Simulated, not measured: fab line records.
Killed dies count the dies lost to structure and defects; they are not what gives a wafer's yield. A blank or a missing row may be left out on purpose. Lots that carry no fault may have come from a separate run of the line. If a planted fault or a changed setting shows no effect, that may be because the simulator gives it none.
Comparing a struck lot with a sound one | flow sky130 | 15 steps out of a route of 708
Sound: these wafers, L654.1, L654.2, L654.6. Struck: wafers L666.2, L666.4, L666.6. Last of all comes the cause.
Order at every step that has rows: each side's tool, ch and its chambers, its first start. Under that, the readings that differ: sound wafers | struck wafers | difference of the means | sigmas: that difference in standard deviations of wafers without a fault.
alike: words and numbers the same on both sides, and readings whose means are apart by under 2 such deviations; not compared: readings that were withheld, readings missing a value for some wafer, numbers with overlapping values and no deviation given by the record, and bounds like >300 which may hide the same value.
A row with sigmas, a row that says differs or no value, or rows on one side alone: a step with any of these is where the two part. Numbers that don't overlap but have no deviation are shown without sigmas and don't part them. Lack of a reading on every wafer of one side parts them only where that side has two or more wafers.

first, 6 steps without rows for these wafers: SKY_LDD_N_IMPLANT_10; SKY_LDD_N_IMPLANT_11; SKY_LDD_N_IMPLANT_12; SKY_LDD_N_IMPLANT_13; SKY_LDD_N_IMPLANT_14; SKY_LDD_N_IMPLANT_15.
SKY_LDD_N_STRIP_16: strips in O2/N2.
  sound on plasma asher-03 ch 0,1, day 17 19:57; struck on plasma asher-03 ch 0,1, day 23 10:57
  alike: drypump motor current A, oes product au, strip time to endpoint s
  not compared: rf hours counter h
SKY_LDD_N_TW_MEAS_17:
  sound: film metro-03 at day 17 20:03; struck: film metro-02 at day 23 11:04
  reading  | sound          | struck         | difference | sigmas
  LDD_N_TW | 2538 2527 2534 | 2613 2608 2612 | +78        | +3
then, 4 steps without rows for these wafers: SKY_LDD_P_DEHYDRATE_00 (time 60 s); SKY_LDD_P_HMDS_01 (prime time 60 s); SKY_LDD_P_COAT_02 (resist thk 1140 nm); SKY_LDD_P_SOFTBAKE_03 (time 60 s).
SKY_LDD_P_EXPOSE_04: exposes mask PSDM, target cd 380 nm.
  sound on iline stepper-02 ch 0, day 18 11:23; struck on iline stepper-02 ch 0, day 24 01:58
  reading                       | sound             | struck                  | difference | sigmas
  model.LDD_P.overlay x nm (nm) | 1.585 1.585 1.585 | -0.1933 -0.1933 -0.1933 | -1.7783    |
  alike: mask
following that, these wafers have no rows for 1 step: SKY_LDD_P_PEB_05.
SKY_PAD_OPEN_PROBE_99:
  the record holds rows for the sound wafers here (prober-02, day 45 18:46) but none for the struck ones

WHERE THEY PART
Earliest at SKY_LDD_N_TW_MEAS_17; latest, in this record, at SKY_PAD_OPEN_PROBE_99.

WHY: what the simulator had put in
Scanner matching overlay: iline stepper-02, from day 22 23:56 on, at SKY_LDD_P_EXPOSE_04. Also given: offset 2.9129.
